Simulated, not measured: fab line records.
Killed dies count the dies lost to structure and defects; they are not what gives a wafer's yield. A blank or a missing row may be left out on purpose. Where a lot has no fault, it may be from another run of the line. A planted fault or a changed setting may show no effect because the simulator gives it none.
2 desks, one fault	flow sky130	what lay behind the numbers comes last; until then each desk has only its own

AT THE TOOL OWNER'S DESK: rie diel-01
The tool's own readings at SKY_FIELD_ISO_ETCH_15 (etches the open film in CHF3/O2, stops on Si, target depth 180 nm, time 72 s): means of the sampled wafers that have a number, for each lot that ran on this tool. Marked OUT: a lot whose mean sits more than 4 standard deviations from the usual mean, which makes it out of limits; the brackets give that distance.
Columns: A = drypump motor current A at SKY_FIELD_ISO_ETCH_15, usual 6.0 A; B = oes product au at SKY_FIELD_ISO_ETCH_15, usual 0.887 a.u.; C = throttle valve pct at SKY_FIELD_ISO_ETCH_15, usual 8.826 %
lot	first seen here	A	B	C
L461	day 2 05:00	6.7	0.887	8.832
L462	day 2 11:19	5.8	0.887	8.823
L468	day 3 17:35	6.1	0.888	8.813
L469	day 3 22:10	6.1	0.888	8.834
L473	day 4 18:13	6.2	0.887	8.835
This desk's verdict: no lot among the 5 shows anything out of limits.

METROLOGY DESK
Lot by lot, what the gauges showed, no matter which tool ran the lot: averages of those sampled wafers that carry a number. Marked OUT: a lot whose mean sits more than 4 standard deviations from the usual mean, which makes it out of limits; the brackets give that distance.
Columns: A = METAL1_ALCU_THK at SKY_METAL1_THK_MEAS_06, usual 251.4 nm; B = cd nm at SKY_METAL1_CD_MEAS_15, usual 139.8 nm
lot	first seen here	A	B
L461	day 31 15:30	252.0	140.0
L462	day 31 22:05	253.0	138.9
L463	day 32 02:29	247.6	139.6
L464	day 32 12:05	248.4	136.3
L466	day 33 05:50	253.5	140.7
L468	day 33 23:59	254.2	141.7
L469	day 34 06:33	252.0	140.6
L473	day 35 17:35	251.5	139.2
L480	day 37 21:22	252.6	139.9
L481	day 37 21:58	252.0	143.0
L482	day 38 08:44	257.0	137.7
L483	day 38 14:35	251.5	141.2
This desk's verdict: no lot among the 12 shows anything out of limits.

TAKEN TOGETHER
The desk of the tool owner found nothing out of limits.
Metrology desk: nothing out of limits seen.

WHAT HAD BEEN PUT IN BY THE SIMULATOR
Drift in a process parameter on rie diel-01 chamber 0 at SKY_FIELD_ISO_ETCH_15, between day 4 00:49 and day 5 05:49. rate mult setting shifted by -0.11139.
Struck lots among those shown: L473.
